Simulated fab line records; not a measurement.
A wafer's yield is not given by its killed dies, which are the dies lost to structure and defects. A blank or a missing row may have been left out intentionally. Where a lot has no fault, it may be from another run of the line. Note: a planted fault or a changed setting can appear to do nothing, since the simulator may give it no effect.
Struck lot and sound lot, side by side	flow sfq_line	42 out of 325 route steps
Sound: the wafers L855.1, L855.2, L855.4. Wafers L863.3, L863.5, L863.6 were the ones struck. At the end, the cause is stated.
At each step with rows: each side's tool, then ch and its chambers, then its first start. Under that, the readings that differ: sound wafers	struck wafers	difference of the means	sigmas: that difference in standard deviations of wafers without a fault.
alike: same words and numbers on both sides, and readings whose means sit less than 2 such deviations apart. not compared: any withheld reading, any reading some wafer has no value for, any bound like >300 that may hide the same value, and any number with overlapping values for which the record gives no deviation.
Wherever a step has rows on one side only, a row that says differs or no value, or a row with sigmas, the two part there. When numbers do not overlap yet have no deviation, they are printed without sigmas and do not part them. A reading that every wafer of one side lacks parts them only if that side has two wafers or more.

first, 6 steps without rows for these wafers: SFQ_TRILAYER_I3_VIA_LITHO_COAT_090 (resist thk 62 nm); SFQ_TRILAYER_I3_VIA_LITHO_COAT_085 (resist thk 650 nm); SFQ_TRILAYER_I3_VIA_LITHO_SOFTBAKE_089; SFQ_TRILAYER_I3_VIA_LITHO_EXPOSE_086 (exposes mask I3, target cd 500 nm); SFQ_TRILAYER_I3_VIA_LITHO_PEB_088 (peb time 60 s); SFQ_TRILAYER_I3_VIA_LITHO_DEVELOP_087 (time 60 s).
SFQ_I3_OVL_MEAS_923:
  sound: overlay-02 at day 32 13:03; struck: overlay-02 at day 37 16:01
  alike: I3_OVL
then, 1 step without rows for these wafers: SFQ_TRILAYER_I3_VIA_BARC_OPEN_VIA_ETCH_121 (etches BARC in O2, target depth 125 nm, time 41.7 s).
SFQ_TRILAYER_I3_VIA_ETCH_VIA_ETCH_088: etches SiO2 in CHF3, stops on Nb, target depth 260 nm.
  sound on rie_diel-03 ch 0,1,3, day 32 13:08; struck on rie_diel-02 ch 0,3, day 37 16:05
  alike: drypump_motor_current_A, oes_product_au, rf_fwd_power_W
SFQ_TRILAYER_I3_VIA_STRIP_STRIP_089: strips in O2.
  sound on rie_metal-03 ch 0,1, day 32 13:14; struck on rie_metal-01 ch 0,1, day 37 16:23
  alike: drypump_motor_current_A, oes_product_au
  not compared: rf_hours_counter_h
then, 2 steps without rows for these wafers: SFQ_TRILAYER_I3_VIA_STRIP_SOLV_CLEAN_090 (cleans in NMP, time 600 s); SFQ_TRILAYER_M4_DEP_PRE_CLEAN_092 (time 22.5 s).
SFQ_TRILAYER_M4_DEP_SPUTTER_091: material Nb, target thk 200 nm, time 133.3 s.
  sound: pvd_sputter-06 at day 32 14:02; struck: pvd_sputter-05 at day 37 16:59
reading	sound	struck	difference	sigmas
model.Nb_of_TRILAYER_M4_DEP_SPUTTER_091.thk_nm (nm)	200 201.2 200.5	356 356.7 356.1	+156	
  alike: throttle_valve_pct
SFQ_M4_RS_MEAS_924: the measuring method here is four-point-probe.
  sound: film_metro-04 at day 32 14:08; struck: film_metro-02 at day 37 17:07
reading	sound	struck	difference	sigmas
M4_NB_RS (ohm/sq)	0.889 0.886 0.887	0.498 0.496 0.498	-0.390	-53
then, 6 steps without rows for these wafers: SFQ_TRILAYER_M4_LITHO_COAT_098 (resist thk 62 nm); SFQ_TRILAYER_M4_LITHO_COAT_093 (resist thk 600 nm); SFQ_TRILAYER_M4_LITHO_SOFTBAKE_097; SFQ_TRILAYER_M4_LITHO_EXPOSE_094 (exposes mask M4, target cd 500 nm); SFQ_TRILAYER_M4_LITHO_PEB_096 (peb time 60 s); SFQ_TRILAYER_M4_LITHO_DEVELOP_095 (time 60 s).
-- the record jumps here: 5 days lie between the struck wafers' starts before and after --
SFQ_M4_OVL_MEAS_926:
  sound: overlay-02 at day 35 01:36; struck: overlay-02 at day 42 07:22
  alike: M4_OVL
SFQ_TRILAYER_M4_BARC_OPEN_METAL_ETCH_123: etches BARC in O2, target depth 125 nm, time 41.7 s.
  sound on rie_metal-02 ch 0,1, day 35 01:38; struck on rie_metal-04 ch 0,1, day 42 07:25
  alike: drypump_motor_current_A, oes_product_au, rf_fwd_power_W
  not compared: rf_hours_counter_h
SFQ_TRILAYER_M4_ETCH_METAL_ETCH_096: etches Nb in Cl2/Ar, stops on SiO2, target depth 240 nm, time 120 s.
  sound on rie_metal-02 ch 0,1, day 35 01:42; struck on rie_metal-04 ch 0,1, day 42 07:30
reading	sound	struck	difference	sigmas
oes_product_au (a.u.)	0.897 0.898 0.892	1.002 1.006 1.008	+0.110	+18
  alike: drypump_motor_current_A, rf_fwd_power_W
  not compared: rf_hours_counter_h
SFQ_TRILAYER_M4_STRIP_STRIP_097: strips in O2.
  sound on rie_metal-02 ch 0,1, day 35 01:49; struck on rie_metal-04 ch 0,1, day 42 07:47
  alike: drypump_motor_current_A, oes_product_au
  not compared: rf_hours_counter_h
then, 1 step without rows for these wafers: SFQ_TRILAYER_M4_STRIP_SOLV_CLEAN_098 (cleans in NMP, time 600 s).
SFQ_TRILAYER_I4_DEP_PECVD_099: deposits SiO2 from SiH4/N2O, time 111.11 s, target thk 500 nm.
  sound on pecvd-02 ch 0,1, day 35 02:36; struck on pecvd-02 ch 0,2, day 42 08:22
  alike: heater_power_w, rf_fwd_power_W, throttle_valve_pct
then, 1 step without rows for these wafers: SFQ_TRILAYER_I4_CMP_CMP_100 (polishes SiO2).
SFQ_I4_BOW_MEAS_927:
  sound: film_metro-03 at day 36 07:28; struck: film_metro-03 at day 42 15:52
reading	sound	struck	difference	sigmas
I4_BOW (um)	-12 -18 -13	23 18 34	+39	+3
then, 7 steps without rows for these wafers: SFQ_TRILAYER_I4_METRO_MEASURE_101; SFQ_TRILAYER_I4_VIA_LITHO_COAT_108 (resist thk 62.37 nm); SFQ_TRILAYER_I4_VIA_LITHO_COAT_103 (resist thk 650 nm); SFQ_TRILAYER_I4_VIA_LITHO_SOFTBAKE_107; SFQ_TRILAYER_I4_VIA_LITHO_EXPOSE_104 (exposes mask I4, target cd 700 nm); SFQ_TRILAYER_I4_VIA_LITHO_PEB_106 (peb time 60 s); SFQ_TRILAYER_I4_VIA_LITHO_DEVELOP_105 (time 60 s).
SFQ_I4_OVL_MEAS_928:
  sound: overlay-01 at day 38 20:18; struck: overlay-01 at day 42 21:04
  alike: I4_OVL
then, 5 steps without rows for these wafers: SFQ_TRILAYER_I4_VIA_BARC_OPEN_VIA_ETCH_146 (etches BARC in O2, target depth 125 nm, time 41.7 s); SFQ_TRILAYER_I4_VIA_ETCH_VIA_ETCH_106 (etches SiO2 in CHF3, stops on Nb, target depth 260 nm); SFQ_TRILAYER_I4_VIA_STRIP_STRIP_107 (strips in O2); SFQ_TRILAYER_I4_VIA_STRIP_SOLV_CLEAN_108 (cleans in NMP, time 600 s); SFQ_TRILAYER_JJ_TRILAYER_DEP_PRE_CLEAN_113 (time 22.5 s).
-- the record jumps here: 36 days lie between the struck wafers' starts before and after --
SFQ_M8_BOW_MEAS_951:
  sound: film_metro-03 at day 76 00:14; struck: film_metro-01 at day 78 16:27
reading	sound	struck	difference	sigmas
M8_BOW (um)	-4 -11 -6	26 21 37	+35	+3
model.etest.m4.comb_log10_ohm	12 12 12	0 0 0	-12	
model.etest.m4.ohm_sq	0.8903 0.8849 0.8882	0.5002 0.4992 0.5001	-0.3880	

## WHERE THEY PART
Last at SFQ_M8_BOW_MEAS_951 as far as this record goes, first at SFQ_M4_RS_MEAS_924.

WHY: what had been put in by the simulator
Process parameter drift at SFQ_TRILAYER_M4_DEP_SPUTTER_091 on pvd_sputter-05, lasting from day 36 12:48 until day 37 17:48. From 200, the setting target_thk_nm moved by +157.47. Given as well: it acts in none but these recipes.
